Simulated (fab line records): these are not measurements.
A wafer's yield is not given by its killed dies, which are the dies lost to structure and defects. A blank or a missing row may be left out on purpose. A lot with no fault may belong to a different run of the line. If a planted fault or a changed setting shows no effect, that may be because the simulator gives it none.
fab line records / flow gf180mcu
record: lots: 7 wafers: 21 lastDay: 34
route steps=602 shown M2@366
lots that met no fault: from a run of the same line without faults
startH: hours from the record's opening day to when the first of the lot's shown wafers began / waitH: hours from the lot's prior step to this one / " repeats the value in the row above / L1.1+2: one row covering several wafers at once / - either no value or no given start / * or withheld: withheld / < > ~ a bound
route shown NAME@n: a module of which the file shows steps, and the number in the route of the first / usual: mean and standard deviation over wafers with no fault / same: alike in all rows / chamber/n: place in a boat / sites: readings site by site / _std_site: how widely they spread, as a standard deviation / _edge_site: outer sites' mean less inner sites' / radiusMm: how far each site lies from the wafer's centre / mask NAME#n: copy n / behind: the most recent tool/chamber to have shaped the wafer / hold: reason for holding the lot/hours on hold/outcome of the hold / device: transistor that didn't switch, given as n, p or np / end of line: tests of these same wafers at the route's end / a step with no rows: only its recipe / killed: dies lost to structure and defects at the first sort, not the wafer's yield / map: shows each die of a wafer: x if killed, . if not, _ if none is there
set.NAME: setting as actually run; set.NAME@STEP: the setting as run at that earlier step / model.NAME: the simulator's own value behind a step, which no gauge read
lots seen at some steps along the route; tables by step, rows by wafer
services: from which hour (startH, from the record's first day; less than 0 if before it) a tool's chamber was out of use, for how many hours, and why
== steps ==
step: GF_M2_SPUTTER_04
recipe: material: TiN targetThkNm: 50 powerW: 6500 timeS: 41.7 chamberPressurePa: 0.4
usual: throttleValvePct: 30.2/0.89
lot.wafer=L812.1 tool=pvdSputter-01 chamber=- startH=527.77 waitH=0.0 throttleValvePct=29.4
lot.wafer=L812.2 tool=pvdSputter-01 chamber=- startH=527.77 waitH=0.0 throttleValvePct=31.2
lot.wafer=L812.5 tool=pvdSputter-01 chamber=- startH=527.77 waitH=0.0 throttleValvePct=31.5
lot.wafer=L813.1 tool=pvdSputter-03 chamber=- startH=529.68 waitH=0.0 throttleValvePct=30.1
lot.wafer=L813.4 tool=pvdSputter-03 chamber=- startH=529.68 waitH=0.0 throttleValvePct=31.9
lot.wafer=L813.5 tool=pvdSputter-03 chamber=- startH=529.68 waitH=0.0 throttleValvePct=31.8
lot.wafer=L814.1 tool=pvdSputter-04 chamber=- startH=540.00 waitH=0.0 throttleValvePct=30.3
lot.wafer=L814.4 tool=pvdSputter-04 chamber=- startH=540.00 waitH=0.0 throttleValvePct=31.3
lot.wafer=L814.5 tool=pvdSputter-04 chamber=- startH=540.00 waitH=0.0 throttleValvePct=29.3
lot.wafer=L815.4 tool=pvdSputter-01 chamber=- startH=549.66 waitH=0.0 throttleValvePct=29.5
lot.wafer=L815.5 tool=pvdSputter-01 chamber=- startH=549.66 waitH=0.0 throttleValvePct=29.4
lot.wafer=L815.6 tool=pvdSputter-01 chamber=- startH=549.66 waitH=0.0 throttleValvePct=31.5
lot.wafer=L818.4 tool=pvdSputter-04 chamber=- startH=572.76 waitH=0.0 throttleValvePct=29.4
lot.wafer=L818.5 tool=pvdSputter-04 chamber=- startH=572.76 waitH=0.0 throttleValvePct=31.0
lot.wafer=L818.6 tool=pvdSputter-04 chamber=- startH=572.76 waitH=0.0 throttleValvePct=30.1
lot.wafer=L822.1 tool=pvdSputter-04 chamber=- startH=599.10 waitH=0.0 throttleValvePct=29.4
lot.wafer=L822.2 tool=pvdSputter-04 chamber=- startH=599.10 waitH=0.0 throttleValvePct=31.1
lot.wafer=L822.5 tool=pvdSputter-04 chamber=- startH=599.10 waitH=0.0 throttleValvePct=29.5
lot.wafer=L823.3 tool=pvdSputter-04 chamber=- startH=617.56 waitH=0.0 throttleValvePct=31.1
lot.wafer=L823.4 tool=pvdSputter-04 chamber=- startH=617.56 waitH=0.0 throttleValvePct=29.6
lot.wafer=L823.6 tool=pvdSputter-04 chamber=- startH=617.56 waitH=0.0 throttleValvePct=29.4
step: GF_M2_RS_MEAS_05
recipe: thkMeasGauge: four-point-probe reads: TiN_of_M2_SPUTTER_04+Ti_of_M2_SPUTTER_03+AlCu_of_M2_SPUTTER_02+TiN_of_M2_SPUTTER_01+Ti_of_M2_SPUTTER_00
usual: M2_ALCU_RS: 0.0697/0.0006
lot.wafer=L812.1 tool=filmMetro-03 chamber=- startH=527.81 waitH=0.0 M2_ALCU_RS[ohm/sq]=0.0693
lot.wafer=L812.2 tool=filmMetro-03 chamber=- startH=527.81 waitH=0.0 M2_ALCU_RS[ohm/sq]=0.0700
lot.wafer=L812.5 tool=filmMetro-03 chamber=- startH=527.81 waitH=0.0 M2_ALCU_RS[ohm/sq]=0.0692
lot.wafer=L813.1 tool=filmMetro-03 chamber=- startH=529.72 waitH=0.0 M2_ALCU_RS[ohm/sq]=0.0696
lot.wafer=L813.4 tool=filmMetro-03 chamber=- startH=529.72 waitH=0.0 M2_ALCU_RS[ohm/sq]=0.0699
lot.wafer=L813.5 tool=filmMetro-03 chamber=- startH=529.72 waitH=0.0 M2_ALCU_RS[ohm/sq]=0.0691
lot.wafer=L814.1 tool=filmMetro-04 chamber=- startH=540.04 waitH=0.0 M2_ALCU_RS[ohm/sq]=0.0690
lot.wafer=L814.4 tool=filmMetro-04 chamber=- startH=540.04 waitH=0.0 M2_ALCU_RS[ohm/sq]=0.0693
lot.wafer=L814.5 tool=filmMetro-04 chamber=- startH=540.04 waitH=0.0 M2_ALCU_RS[ohm/sq]=0.0691
lot.wafer=L815.4 tool=filmMetro-04 chamber=- startH=549.76 waitH=0.1 M2_ALCU_RS[ohm/sq]=0.0692
lot.wafer=L815.5 tool=filmMetro-04 chamber=- startH=549.76 waitH=0.1 M2_ALCU_RS[ohm/sq]=0.0696
lot.wafer=L815.6 tool=filmMetro-04 chamber=- startH=549.76 waitH=0.1 M2_ALCU_RS[ohm/sq]=0.0701
lot.wafer=L818.4 tool=filmMetro-04 chamber=- startH=572.86 waitH=0.1 M2_ALCU_RS[ohm/sq]=0.0698
lot.wafer=L818.5 tool=filmMetro-04 chamber=- startH=572.86 waitH=0.1 M2_ALCU_RS[ohm/sq]=0.0699
lot.wafer=L818.6 tool=filmMetro-04 chamber=- startH=572.86 waitH=0.1 M2_ALCU_RS[ohm/sq]=0.0697
lot.wafer=L822.1 tool=filmMetro-01 chamber=- startH=599.14 waitH=0.0 M2_ALCU_RS[ohm/sq]=0.0694
lot.wafer=L822.2 tool=filmMetro-01 chamber=- startH=599.14 waitH=0.0 M2_ALCU_RS[ohm/sq]=0.0695
lot.wafer=L822.5 tool=filmMetro-01 chamber=- startH=599.14 waitH=0.0 M2_ALCU_RS[ohm/sq]=0.0696
lot.wafer=L823.3 tool=filmMetro-04 chamber=- startH=617.64 waitH=0.1 M2_ALCU_RS[ohm/sq]=0.0713
lot.wafer=L823.4 tool=filmMetro-04 chamber=- startH=617.64 waitH=0.1 M2_ALCU_RS[ohm/sq]=0.0708
lot.wafer=L823.6 tool=filmMetro-04 chamber=- startH=617.64 waitH=0.1 M2_ALCU_RS[ohm/sq]=0.0708
step: GF_M2_THK_MEAS_06
recipe: thkMeasGauge: xrf reads: AlCu_of_M2_SPUTTER_02
usual: M2_ALCU_THK: 449/4.3
lot.wafer=L812.1 tool=filmMetro-03 chamber=- startH=527.93 waitH=0.1 M2_ALCU_THK[nm]=449
lot.wafer=L812.2 tool=filmMetro-03 chamber=- startH=527.93 waitH=0.1 M2_ALCU_THK[nm]=446
lot.wafer=L812.5 tool=filmMetro-03 chamber=- startH=527.93 waitH=0.1 M2_ALCU_THK[nm]=451
lot.wafer=L813.1 tool=filmMetro-03 chamber=- startH=529.84 waitH=0.1 M2_ALCU_THK[nm]=446
lot.wafer=L813.4 tool=filmMetro-03 chamber=- startH=529.84 waitH=0.1 M2_ALCU_THK[nm]=447
lot.wafer=L813.5 tool=filmMetro-03 chamber=- startH=529.84 waitH=0.1 M2_ALCU_THK[nm]=451
lot.wafer=L814.1 tool=filmMetro-04 chamber=- startH=540.16 waitH=0.1 M2_ALCU_THK[nm]=454
lot.wafer=L814.4 tool=filmMetro-04 chamber=- startH=540.16 waitH=0.1 M2_ALCU_THK[nm]=451
lot.wafer=L814.5 tool=filmMetro-04 chamber=- startH=540.16 waitH=0.1 M2_ALCU_THK[nm]=453
lot.wafer=L815.4 tool=filmMetro-04 chamber=- startH=549.85 waitH=0.1 M2_ALCU_THK[nm]=452
lot.wafer=L815.5 tool=filmMetro-04 chamber=- startH=549.85 waitH=0.1 M2_ALCU_THK[nm]=449
lot.wafer=L815.6 tool=filmMetro-04 chamber=- startH=549.85 waitH=0.1 M2_ALCU_THK[nm]=447
lot.wafer=L818.4 tool=filmMetro-04 chamber=- startH=572.95 waitH=0.1 M2_ALCU_THK[nm]=447
lot.wafer=L818.5 tool=filmMetro-04 chamber=- startH=572.95 waitH=0.1 M2_ALCU_THK[nm]=449
lot.wafer=L818.6 tool=filmMetro-04 chamber=- startH=572.95 waitH=0.1 M2_ALCU_THK[nm]=448
lot.wafer=L822.1 tool=filmMetro-01 chamber=- startH=599.26 waitH=0.1 M2_ALCU_THK[nm]=450
lot.wafer=L822.2 tool=filmMetro-01 chamber=- startH=599.26 waitH=0.1 M2_ALCU_THK[nm]=451
lot.wafer=L822.5 tool=filmMetro-01 chamber=- startH=599.26 waitH=0.1 M2_ALCU_THK[nm]=450
lot.wafer=L823.3 tool=filmMetro-04 chamber=- startH=617.74 waitH=0.1 M2_ALCU_THK[nm]=439
lot.wafer=L823.4 tool=filmMetro-04 chamber=- startH=617.74 waitH=0.1 M2_ALCU_THK[nm]=443
lot.wafer=L823.6 tool=filmMetro-04 chamber=- startH=617.74 waitH=0.1 M2_ALCU_THK[nm]=444
step: GF_M2_DEHYDRATE_07
recipe: tempC: 200 timeS: 60
step: GF_M2_HMDS_08
recipe: primeTimeS: 60 primeTempC: 120
step: GF_M2_COAT_09
recipe: resist: KrF spinRpm: withheld resistThkNm: 1000
step: GF_M2_SOFTBAKE_10
recipe: tempC: 130 timeS: 60 resist: KrF
step: GF_M2_EXPOSE_11
recipe: maskId: Metal2 targetCdNm: 280 na: 0.68 sourceShape: conventional sigmaOuter: 0.6 doseMj: 27.56
step: GF_M2_PEB_12
recipe: pebTempC: 135 pebTimeS: 90 resist: KrF
step: GF_M2_DEVELOP_13
recipe: developTimeS: 60 devTempC: 21
step: GF_M2_CD_MEAS_14
recipe: targetCdNm: 280
usual: cdNm: 279.6/1.1
lot.wafer=L812.1 tool=cdSem-02 chamber=- startH=551.40 waitH=0.1 cdNm=279.3
lot.wafer=L812.2 tool=cdSem-02 chamber=- startH=551.40 waitH=0.1 cdNm=279.8
lot.wafer=L812.5 tool=cdSem-02 chamber=- startH=551.40 waitH=0.1 cdNm=279.7
lot.wafer=L813.1 tool=cdSem-02 chamber=- startH=552.42 waitH=0.2 cdNm=278.6
lot.wafer=L813.4 tool=cdSem-02 chamber=- startH=552.42 waitH=0.2 cdNm=279.1
lot.wafer=L813.5 tool=cdSem-02 chamber=- startH=552.42 waitH=0.2 cdNm=278.4
lot.wafer=L814.1 tool=cdSem-01 chamber=- startH=563.05 waitH=0.1 cdNm=279.2
lot.wafer=L814.4 tool=cdSem-01 chamber=- startH=563.05 waitH=0.1 cdNm=280.7
lot.wafer=L814.5 tool=cdSem-01 chamber=- startH=563.05 waitH=0.1 cdNm=278.8
lot.wafer=L815.4 tool=cdSem-01 chamber=- startH=572.26 waitH=0.1 cdNm=281.6
lot.wafer=L815.5 tool=cdSem-01 chamber=- startH=572.26 waitH=0.1 cdNm=280.9
lot.wafer=L815.6 tool=cdSem-01 chamber=- startH=572.26 waitH=0.1 cdNm=281.9
lot.wafer=L818.4 tool=cdSem-01 chamber=- startH=593.83 waitH=0.1 cdNm=281.4
lot.wafer=L818.5 tool=cdSem-01 chamber=- startH=593.83 waitH=0.1 cdNm=280.7
lot.wafer=L818.6 tool=cdSem-01 chamber=- startH=593.83 waitH=0.1 cdNm=281.4
lot.wafer=L822.1 tool=cdSem-02 chamber=- startH=620.62 waitH=0.1 cdNm=281.2
lot.wafer=L822.2 tool=cdSem-02 chamber=- startH=620.62 waitH=0.1 cdNm=282.4
lot.wafer=L822.5 tool=cdSem-02 chamber=- startH=620.62 waitH=0.1 cdNm=281.2
lot.wafer=L823.3 tool=cdSem-01 chamber=- startH=638.06 waitH=0.1 cdNm=278.8
lot.wafer=L823.4 tool=cdSem-01 chamber=- startH=638.06 waitH=0.1 cdNm=278.6
lot.wafer=L823.6 tool=cdSem-01 chamber=- startH=638.06 waitH=0.1 cdNm=278.2
step: GF_M2_OVL_MEAS_15
usual: M2_OVL: -4/4.6
lot.wafer=L812.1 tool=overlay-02 chamber=- startH=551.52 waitH=0.1 M2_OVL[nm]=-10
lot.wafer=L812.2 tool=overlay-02 chamber=- startH=551.52 waitH=0.1 M2_OVL[nm]=-5
lot.wafer=L812.5 tool=overlay-02 chamber=- startH=551.52 waitH=0.1 M2_OVL[nm]=-3
lot.wafer=L813.1 tool=overlay-01 chamber=- startH=552.54 waitH=0.1 M2_OVL[nm]=-7
lot.wafer=L813.4 tool=overlay-01 chamber=- startH=552.54 waitH=0.1 M2_OVL[nm]=-4
lot.wafer=L813.5 tool=overlay-01 chamber=- startH=552.54 waitH=0.1 M2_OVL[nm]=-12
lot.wafer=L814.1 tool=overlay-01 chamber=- startH=563.17 waitH=0.1 M2_OVL[nm]=-2
lot.wafer=L814.4 tool=overlay-01 chamber=- startH=563.17 waitH=0.1 M2_OVL[nm]=-2
lot.wafer=L814.5 tool=overlay-01 chamber=- startH=563.17 waitH=0.1 M2_OVL[nm]=-7
lot.wafer=L815.4 tool=overlay-01 chamber=- startH=572.33 waitH=0.1 M2_OVL[nm]=-8
lot.wafer=L815.5 tool=overlay-01 chamber=- startH=572.33 waitH=0.1 M2_OVL[nm]=1
lot.wafer=L815.6 tool=overlay-01 chamber=- startH=572.33 waitH=0.1 M2_OVL[nm]=-8
lot.wafer=L818.4 tool=overlay-02 chamber=- startH=593.91 waitH=0.1 M2_OVL[nm]=-1
lot.wafer=L818.5 tool=overlay-02 chamber=- startH=593.91 waitH=0.1 M2_OVL[nm]=-1
lot.wafer=L818.6 tool=overlay-02 chamber=- startH=593.91 waitH=0.1 M2_OVL[nm]=-6
lot.wafer=L822.1 tool=overlay-02 chamber=- startH=620.74 waitH=0.1 M2_OVL[nm]=5
lot.wafer=L822.2 tool=overlay-02 chamber=- startH=620.74 waitH=0.1 M2_OVL[nm]=-9
lot.wafer=L822.5 tool=overlay-02 chamber=- startH=620.74 waitH=0.1 M2_OVL[nm]=-6
lot.wafer=L823.3 tool=overlay-01 chamber=- startH=638.15 waitH=0.1 M2_OVL[nm]=-15
lot.wafer=L823.4 tool=overlay-01 chamber=- startH=638.15 waitH=0.1 M2_OVL[nm]=-9
lot.wafer=L823.6 tool=overlay-01 chamber=- startH=638.15 waitH=0.1 M2_OVL[nm]=-2
step: GF_M2_METAL_ETCH_16
recipe: chemistry: Cl2/BCl3 maskMaterial: KrF targetDepthNm: 627.5 stopOn: SiO2 pressureMtorr: 8 icpW: 800 biasW: 140 Cl2_flow_sccm: 80 bcl3FlowSccm: 40 timeS: 104.6
usual: bcl3FlowSccm: 40.00/0.11 biasW: 140.0/0.45 chamberPressureMTorr: 8.001/0.0081 drypumpMotorCurrentA: 5.55/0.25 oesProductAu: 0.971/0.0057 throttleValvePct: 28.251/0.01
lot.wafer=L812.1 tool=rieMetal-03 chamber=1 startH=551.55 waitH=0.0 bcl3FlowSccm=39.88 biasW=139.3 chamberPressureMTorr=8.019 drypumpMotorCurrentA=5.42 oesProductAu=0.967 rfHoursCounterH=9 throttleValvePct=28.261 model.KrF_of_M2_COAT_09.thkNm=730.1
lot.wafer=L812.2 tool=rieMetal-03 chamber=0 startH=551.55 waitH=0.0 bcl3FlowSccm=39.69 biasW=139.6 chamberPressureMTorr=7.992 drypumpMotorCurrentA=5.40 oesProductAu=0.969 rfHoursCounterH=2 throttleValvePct=28.242 model.KrF_of_M2_COAT_09.thkNm=734.7
lot.wafer=L812.5 tool=rieMetal-03 chamber=0 startH=551.55 waitH=0.0 bcl3FlowSccm=39.92 biasW=139.7 chamberPressureMTorr=7.997 drypumpMotorCurrentA=5.41 oesProductAu=0.968 rfHoursCounterH=- throttleValvePct=28.238 model.KrF_of_M2_COAT_09.thkNm=733.9
lot.wafer=L813.1 tool=rieMetal-04 chamber=0 startH=552.57 waitH=0.0 bcl3FlowSccm=- biasW=- chamberPressureMTorr=- drypumpMotorCurrentA=- oesProductAu=- rfHoursCounterH=- throttleValvePct=- model.KrF_of_M2_COAT_09.thkNm=986.7
lot.wafer=L813.4 tool=rieMetal-04 chamber=0 startH=552.57 waitH=0.0 bcl3FlowSccm=- biasW=- chamberPressureMTorr=- drypumpMotorCurrentA=- oesProductAu=- rfHoursCounterH=- throttleValvePct=- model.KrF_of_M2_COAT_09.thkNm=983.2
lot.wafer=L813.5 tool=rieMetal-04 chamber=0 startH=552.57 waitH=0.0 bcl3FlowSccm=- biasW=- chamberPressureMTorr=- drypumpMotorCurrentA=- oesProductAu=- rfHoursCounterH=- throttleValvePct=- model.KrF_of_M2_COAT_09.thkNm=984.2
lot.wafer=L814.1 tool=rieMetal-03 chamber=1 startH=563.20 waitH=0.0 bcl3FlowSccm=- biasW=- chamberPressureMTorr=- drypumpMotorCurrentA=- oesProductAu=- rfHoursCounterH=- throttleValvePct=- model.KrF_of_M2_COAT_09.thkNm=985.2
lot.wafer=L814.4 tool=rieMetal-03 chamber=0 startH=563.20 waitH=0.0 bcl3FlowSccm=- biasW=- chamberPressureMTorr=- drypumpMotorCurrentA=- oesProductAu=- rfHoursCounterH=- throttleValvePct=- model.KrF_of_M2_COAT_09.thkNm=983.2
lot.wafer=L814.5 tool=rieMetal-03 chamber=0 startH=563.20 waitH=0.0 bcl3FlowSccm=- biasW=- chamberPressureMTorr=- drypumpMotorCurrentA=- oesProductAu=- rfHoursCounterH=- throttleValvePct=- model.KrF_of_M2_COAT_09.thkNm=984.7
lot.wafer=L815.4 tool=rieMetal-01 chamber=0 startH=572.39 waitH=0.0 bcl3FlowSccm=- biasW=- chamberPressureMTorr=- drypumpMotorCurrentA=- oesProductAu=- rfHoursCounterH=- throttleValvePct=- model.KrF_of_M2_COAT_09.thkNm=985.4
lot.wafer=L815.5 tool=rieMetal-01 chamber=1 startH=572.39 waitH=0.0 bcl3FlowSccm=- biasW=- chamberPressureMTorr=- drypumpMotorCurrentA=- oesProductAu=- rfHoursCounterH=- throttleValvePct=- model.KrF_of_M2_COAT_09.thkNm=985.6
lot.wafer=L815.6 tool=rieMetal-01 chamber=0 startH=572.39 waitH=0.0 bcl3FlowSccm=- biasW=- chamberPressureMTorr=- drypumpMotorCurrentA=- oesProductAu=- rfHoursCounterH=- throttleValvePct=- model.KrF_of_M2_COAT_09.thkNm=986.7
lot.wafer=L818.4 tool=rieMetal-01 chamber=0 startH=593.97 waitH=0.0 bcl3FlowSccm=40.01 biasW=140.8 chamberPressureMTorr=8.006 drypumpMotorCurrentA=5.30 oesProductAu=0.976 rfHoursCounterH=- throttleValvePct=28.270 model.KrF_of_M2_COAT_09.thkNm=737.2
lot.wafer=L818.5 tool=rieMetal-01 chamber=1 startH=593.97 waitH=0.0 bcl3FlowSccm=39.89 biasW=140.9 chamberPressureMTorr=8.008 drypumpMotorCurrentA=5.97 oesProductAu=0.964 rfHoursCounterH=- throttleValvePct=28.256 model.KrF_of_M2_COAT_09.thkNm=740
lot.wafer=L818.6 tool=rieMetal-01 chamber=0 startH=593.97 waitH=0.0 bcl3FlowSccm=39.91 biasW=140.3 chamberPressureMTorr=8.001 drypumpMotorCurrentA=5.29 oesProductAu=0.973 rfHoursCounterH=- throttleValvePct=28.253 model.KrF_of_M2_COAT_09.thkNm=736.6
lot.wafer=L822.1 tool=rieMetal-01 chamber=1 startH=620.78 waitH=0.0 bcl3FlowSccm=40.11 biasW=139.9 chamberPressureMTorr=7.992 drypumpMotorCurrentA=5.97 oesProductAu=0.966 rfHoursCounterH=4 throttleValvePct=28.264 model.KrF_of_M2_COAT_09.thkNm=728.9
lot.wafer=L822.2 tool=rieMetal-01 chamber=1 startH=620.78 waitH=0.0 bcl3FlowSccm=40.16 biasW=139.6 chamberPressureMTorr=8.001 drypumpMotorCurrentA=5.99 oesProductAu=0.965 rfHoursCounterH=- throttleValvePct=28.247 model.KrF_of_M2_COAT_09.thkNm=731.5
lot.wafer=L822.5 tool=rieMetal-01 chamber=1 startH=620.78 waitH=0.0 bcl3FlowSccm=39.97 biasW=140.0 chamberPressureMTorr=7.998 drypumpMotorCurrentA=5.96 oesProductAu=0.978 rfHoursCounterH=- throttleValvePct=28.246 model.KrF_of_M2_COAT_09.thkNm=728.4
lot.wafer=L823.3 tool=rieMetal-04 chamber=0 startH=638.22 waitH=0.1 bcl3FlowSccm=39.92 biasW=139.5 chamberPressureMTorr=7.992 drypumpMotorCurrentA=5.46 oesProductAu=0.960 rfHoursCounterH=- throttleValvePct=28.261 model.KrF_of_M2_COAT_09.thkNm=732.8
lot.wafer=L823.4 tool=rieMetal-04 chamber=1 startH=638.22 waitH=0.1 bcl3FlowSccm=39.91 biasW=140.2 chamberPressureMTorr=7.998 drypumpMotorCurrentA=5.61 oesProductAu=0.962 rfHoursCounterH=- throttleValvePct=28.269 model.KrF_of_M2_COAT_09.thkNm=731.1
lot.wafer=L823.6 tool=rieMetal-04 chamber=1 startH=638.22 waitH=0.1 bcl3FlowSccm=39.80 biasW=140.0 chamberPressureMTorr=8.004 drypumpMotorCurrentA=5.62 oesProductAu=0.960 rfHoursCounterH=- throttleValvePct=28.253 model.KrF_of_M2_COAT_09.thkNm=734.5
step: GF_M2_STRIP_17
recipe: chemistry: O2/N2 powerW: 1400 pressureMtorr: 1500 platenTempC: 250 o2FlowSccm: 3000 n2FlowSccm: 300 overashFraction: 0.5
usual: chamberPressureMTorr: 1499.9/1.5 drypumpMotorCurrentA: 5.7/0.46 heaterPowerW: 314/17 n2FlowSccm: 299.9/0.87 oesProductAu: 0.557/0.0053 stripTimeToEndpointS: 7.86/0.032
lot.wafer=L812.1 tool=plasmaAsher-02 chamber=1 startH=551.67 waitH=0.1 chamberPressureMTorr=1500.1 drypumpMotorCurrentA=6.4 heaterPowerW=319 n2FlowSccm=300.0 oesProductAu=0.555 rfHoursCounterH=88 stripTimeToEndpointS=7.83
lot.wafer=L812.2 tool=plasmaAsher-02 chamber=0 startH=551.67 waitH=0.1 chamberPressureMTorr=1498.8 drypumpMotorCurrentA=5.6 heaterPowerW=345 n2FlowSccm=300.2 oesProductAu=0.557 rfHoursCounterH=88 stripTimeToEndpointS=7.87
lot.wafer=L812.5 tool=plasmaAsher-02 chamber=0 startH=551.67 waitH=0.1 chamberPressureMTorr=1500.8 drypumpMotorCurrentA=5.6 heaterPowerW=338 n2FlowSccm=300.0 oesProductAu=0.549 rfHoursCounterH=- stripTimeToEndpointS=7.87
lot.wafer=L813.1 tool=plasmaAsher-03 chamber=1 startH=552.69 waitH=0.1 chamberPressureMTorr=1498.7 drypumpMotorCurrentA=5.7 heaterPowerW=311 n2FlowSccm=299.6 oesProductAu=0.656 rfHoursCounterH=47 stripTimeToEndpointS=10.23
lot.wafer=L813.4 tool=plasmaAsher-03 chamber=1 startH=552.69 waitH=0.1 chamberPressureMTorr=1499.2 drypumpMotorCurrentA=5.7 heaterPowerW=297 n2FlowSccm=299.0 oesProductAu=0.662 rfHoursCounterH=- stripTimeToEndpointS=10.19
lot.wafer=L813.5 tool=plasmaAsher-03 chamber=0 startH=552.69 waitH=0.1 chamberPressureMTorr=1499.6 drypumpMotorCurrentA=5.2 heaterPowerW=294 n2FlowSccm=298.2 oesProductAu=0.654 rfHoursCounterH=- stripTimeToEndpointS=10.19
lot.wafer=L814.1 tool=plasmaAsher-02 chamber=1 startH=563.32 waitH=0.1 chamberPressureMTorr=1501.6 drypumpMotorCurrentA=6.5 heaterPowerW=322 n2FlowSccm=298.8 oesProductAu=0.661 rfHoursCounterH=89 stripTimeToEndpointS=10.20
lot.wafer=L814.4 tool=plasmaAsher-02 chamber=1 startH=563.32 waitH=0.1 chamberPressureMTorr=1497.3 drypumpMotorCurrentA=6.5 heaterPowerW=318 n2FlowSccm=298.7 oesProductAu=0.662 rfHoursCounterH=- stripTimeToEndpointS=10.18
lot.wafer=L814.5 tool=plasmaAsher-02 chamber=1 startH=563.32 waitH=0.1 chamberPressureMTorr=1500.7 drypumpMotorCurrentA=6.5 heaterPowerW=328 n2FlowSccm=297.9 oesProductAu=0.655 rfHoursCounterH=- stripTimeToEndpointS=10.20
lot.wafer=L815.4 tool=plasmaAsher-03 chamber=0 startH=572.50 waitH=0.1 chamberPressureMTorr=1497.4 drypumpMotorCurrentA=5.2 heaterPowerW=297 n2FlowSccm=300.2 oesProductAu=0.661 rfHoursCounterH=- stripTimeToEndpointS=10.21
lot.wafer=L815.5 tool=plasmaAsher-03 chamber=0 startH=572.50 waitH=0.1 chamberPressureMTorr=1499.4 drypumpMotorCurrentA=5.3 heaterPowerW=309 n2FlowSccm=301.1 oesProductAu=0.659 rfHoursCounterH=- stripTimeToEndpointS=10.20
lot.wafer=L815.6 tool=plasmaAsher-03 chamber=1 startH=572.50 waitH=0.1 chamberPressureMTorr=1499.4 drypumpMotorCurrentA=5.7 heaterPowerW=313 n2FlowSccm=299.9 oesProductAu=0.654 rfHoursCounterH=- stripTimeToEndpointS=10.23
lot.wafer=L818.4 tool=plasmaAsher-03 chamber=1 startH=594.07 waitH=0.1 chamberPressureMTorr=1499.3 drypumpMotorCurrentA=5.7 heaterPowerW=313 n2FlowSccm=300.6 oesProductAu=0.563 rfHoursCounterH=- stripTimeToEndpointS=7.90
lot.wafer=L818.5 tool=plasmaAsher-03 chamber=0 startH=594.07 waitH=0.1 chamberPressureMTorr=1500.8 drypumpMotorCurrentA=5.2 heaterPowerW=307 n2FlowSccm=299.7 oesProductAu=0.555 rfHoursCounterH=- stripTimeToEndpointS=7.91
lot.wafer=L818.6 tool=plasmaAsher-03 chamber=1 startH=594.07 waitH=0.1 chamberPressureMTorr=1499.9 drypumpMotorCurrentA=5.7 heaterPowerW=299 n2FlowSccm=301.2 oesProductAu=0.565 rfHoursCounterH=- stripTimeToEndpointS=7.89
lot.wafer=L822.1 tool=plasmaAsher-03 chamber=1 startH=621.00 waitH=0.2 chamberPressureMTorr=1500.7 drypumpMotorCurrentA=5.8 heaterPowerW=307 n2FlowSccm=300.0 oesProductAu=0.558 rfHoursCounterH=55 stripTimeToEndpointS=7.81
lot.wafer=L822.2 tool=plasmaAsher-03 chamber=0 startH=621.00 waitH=0.2 chamberPressureMTorr=1501.4 drypumpMotorCurrentA=5.2 heaterPowerW=301 n2FlowSccm=298.2 oesProductAu=0.553 rfHoursCounterH=55 stripTimeToEndpointS=7.83
lot.wafer=L822.5 tool=plasmaAsher-03 chamber=1 startH=621.00 waitH=0.2 chamberPressureMTorr=1499.8 drypumpMotorCurrentA=5.7 heaterPowerW=306 n2FlowSccm=299.3 oesProductAu=0.555 rfHoursCounterH=- stripTimeToEndpointS=7.81
lot.wafer=L823.3 tool=plasmaAsher-03 chamber=0 startH=638.32 waitH=0.1 chamberPressureMTorr=1499.3 drypumpMotorCurrentA=5.3 heaterPowerW=301 n2FlowSccm=300.4 oesProductAu=0.556 rfHoursCounterH=- stripTimeToEndpointS=7.85
lot.wafer=L823.4 tool=plasmaAsher-03 chamber=1 startH=638.32 waitH=0.1 chamberPressureMTorr=1501.9 drypumpMotorCurrentA=5.7 heaterPowerW=304 n2FlowSccm=299.9 oesProductAu=0.557 rfHoursCounterH=- stripTimeToEndpointS=7.83
lot.wafer=L823.6 tool=plasmaAsher-03 chamber=1 startH=638.32 waitH=0.1 chamberPressureMTorr=1497.5 drypumpMotorCurrentA=5.7 heaterPowerW=303 n2FlowSccm=301.2 oesProductAu=0.552 rfHoursCounterH=- stripTimeToEndpointS=7.88
step: GF_M2_STRIP_18
recipe: chemistry: postEtchResidueRemover timeS: 1200 tempC: 72.5
== services ==
tool=plasmaAsher-03 chamber=- startH=523.42 hours=1.1 kind=repair
tool=plasmaAsher-02 chamber=- startH=527.15 hours=0.7 kind=repair
tool=rieMetal-04 chamber=0 startH=530.74 hours=1.9 kind=repair
tool=pvdSputter-03 chamber=- startH=533.25 hours=2.2 kind=repair
tool=pvdSputter-01 chamber=- startH=546.55 hours=2.9 kind=repair
tool=rieMetal-01 chamber=0 startH=598.37 hours=- kind=clean
tool=rieMetal-01 chamber=0 startH=598.37 hours=28.8 kind=scheduledDown
tool=rieMetal-01 chamber=0 startH=598.37 hours=28.8 kind=ventCycle
tool=pvdSputter-04 chamber=2 startH=599.14 hours=- kind=consumableReplace:kit
tool=pvdSputter-04 chamber=2 startH=599.14 hours=18.0 kind=scheduledDown
tool=pvdSputter-04 chamber=2 startH=599.14 hours=18.0 kind=ventCycle
tool=rieMetal-03 chamber=- startH=607.84 hours=1.1 kind=repair
tool=pvdSputter-04 chamber=- startH=617.91 hours=5.6 kind=repair
tool=pvdSputter-01 chamber=- startH=630.58 hours=2.0 kind=repair
== key ==
firstSign: step: GF_M2_METAL_ETCH_16 reading: toolRecord direction: missing
effect: step: GF_M2_STRIP_17 reading: stripTimeToEndpointS direction: up sigmas: 72 usual: * struck: *
modelEffect: step: GF_M2_METAL_ETCH_16 value: KrF_of_M2_COAT_09.thkNm without: 732.8 struck: 985
metAt GF_M2_METAL_ETCH_16
struckWafers L813.1,L813.4,L813.5,L814.1,L814.4,L814.5,L815.4,L815.5,L815.6
laterRowsLeftOut L813.1,L813.4,L813.5,L814.1,L814.4,L814.5,L815.4,L815.5,L815.6
sortLeftOut L813.1,L813.4,L813.5,L814.1,L814.4,L814.5,L815.4,L815.5,L815.6
onsetBetween 551.55 552.57
fault: kind: skippedStepWhole tool: rieMetal-01,rieMetal-03,rieMetal-04 chamber: - onsetH: 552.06 steps: GF_M2_METAL_ETCH_16 scope: struckLotsOnly
sortLeftOut: the simulated sort isn't trusted on such a fault, so these wafers' sort isn't shown, and their yield isn't known
laterRowsLeftOut: the simulator's readings of these wafers behind a module that went badly wrong aren't trusted and aren't shown, but for the sort
